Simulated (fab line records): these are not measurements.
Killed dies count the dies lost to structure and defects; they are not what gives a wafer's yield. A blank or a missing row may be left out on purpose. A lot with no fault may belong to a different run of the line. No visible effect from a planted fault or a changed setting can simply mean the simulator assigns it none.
Which tool did it?	flow sky130	route of 708 steps, sampled at 1 step: 12 lots, 36 wafers

WHAT THE GAUGES SHOWED, per wafer
SKY_GATE_OXIDE_TW_MEAS_14. Usual: for GATE_OXIDE_TW the level is 223.4 and the standard deviation is 2.3.
lot	measured	on	GATE_OXIDE_TW	flag
L560	day 14 05:26	film-metro-03	225.0 225.2 225.4	
L563	day 15 03:08	film-metro-03	225.4 226.6 223.5	
L564	day 15 07:52	film-metro-02	218.1 220.8 219.6	
L565	day 15 16:47	film-metro-04	224.1 224.5 223.8	
L566	day 16 05:47	film-metro-03	223.6 223.6 224.1	
L567	day 16 16:25	film-metro-03	224.9 224.9 223.9	
L570	day 17 15:54	film-metro-04	226.7 226.1 226.6	
L571	day 17 19:27	film-metro-03	225.3 226.0 227.0	
L575	day 19 08:14	film-metro-02	219.0 219.7 220.5	
L576	day 19 14:09	film-metro-02	221.1 220.5 220.7	
L578	day 20 11:20	film-metro-04	227.0 226.4 227.4	
L583	day 22 00:26	film-metro-03	227.1 225.2 225.7	

EACH LOT AND THE TOOL THAT RAN IT (in order: tool; ch and the chambers of the sampled wafers; start)
There is no process step in the record ahead of these readings.

AS READ BY THE TOOLS THEMSELVES (means over the sampled wafers that have a number; for cases with no such wafer, the mark the record gives instead)
The record holds no such reading with a usual standard deviation.

THE ANSWER, worked out from the rows above alone
Rule: a lot is off if the mean of its wafers that have a number lies more than 3 standard deviations from the usual mean. Also off: a lot with no number at a reading for which 4 or more lots have one. Any other lot the step has rows for is counted as sound. Order of review: gauges by route order, followed by the tools' own readings, for which a lot's mean as printed above is used. The first step at which some lot is off is used, and at that step the reading that is off furthest; a lot without a number counts as furthest.
No lot is off on any of the readings shown, so nothing can be concluded from this.

WHAT THE SIMULATOR PUT IN
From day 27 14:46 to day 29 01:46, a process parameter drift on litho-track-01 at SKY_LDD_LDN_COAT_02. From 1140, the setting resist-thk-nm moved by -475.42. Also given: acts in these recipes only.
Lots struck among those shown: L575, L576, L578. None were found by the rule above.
